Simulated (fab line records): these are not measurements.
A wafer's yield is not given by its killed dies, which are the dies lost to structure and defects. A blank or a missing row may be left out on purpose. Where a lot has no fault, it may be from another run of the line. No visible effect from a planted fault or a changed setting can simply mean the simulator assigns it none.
Chamber matching | flow sky130 | cmp-01 running SKY_VIA4_CMP_02: 4 sister chambers
The step polishes SiO2. 8 wafers are shown with their chamber, then 9 later ones without.

WAFERS, EACH WITH ITS CHAMBER
wafer  | chamber | motorCurrentA (A) | slurryFilterDpKPa (kPa)
L369.6 | 3       | 12.9              | 13.42
L372.4 | 0       | 12.0              | 13.62
L371.1 | 2       | 12.8              | 13.53
L371.2 | 3       | 13.2              | 13.42
L371.6 | 1       | 13.8              | 13.52
L373.2 | 2       | 12.8              | 13.47
L373.3 | 1       | 14.2              | 13.48
L373.5 | 0       | 11.8              | 13.61

WAFERS WHOSE CHAMBER IS MISSING
wafer  | motorCurrentA (A) | slurryFilterDpKPa (kPa)
L377.2 | 13.0              | 13.44
L377.3 | 11.8              | 13.37
L377.6 | 12.9              | 13.30
L378.1 | 12.3              | 13.29
L378.5 | 12.5              | 13.64
L378.6 | 11.3              | 13.50
L386.1 | 12.7              | 13.21
L386.4 | 14.0              | 13.49
L386.6 | 12.1              | 13.52

WHICH CHAMBER EACH WENT THROUGH
wafer  | from the rows above     | in truth
L377.2 | can't be placed: 3 or 2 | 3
L377.3 | can't be placed: 3 or 2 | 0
L377.6 | 3                       | 3
L378.1 | 3                       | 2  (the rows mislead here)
L378.5 | 0                       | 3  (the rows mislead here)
L378.6 | 0                       | 0
L386.1 | 3                       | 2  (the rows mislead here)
L386.4 | 1                       | 1
L386.6 | can't be placed: 2 or 0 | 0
Placed correctly: 3 of 9. From these rows, 3 cannot be placed; in 2 the true chamber is one of the candidates. Wrongly placed: 3.
How it was worked out, from the rows above alone: a wafer's distance from a chamber is the root of the sum, over the readings, of the square of ((its reading less the chamber's mean) divided by the reading's scatter). If the next closest chamber is less than 2 further off than the closest, the wafer can't be placed; otherwise it belongs to the closest. For every chamber, the mean is computed from those of its wafers that are shown. How the scatter is found: for the shown wafers, subtract from each reading the mean of its chamber, square and add these, divide the total by (wafers less chambers), then take the root.
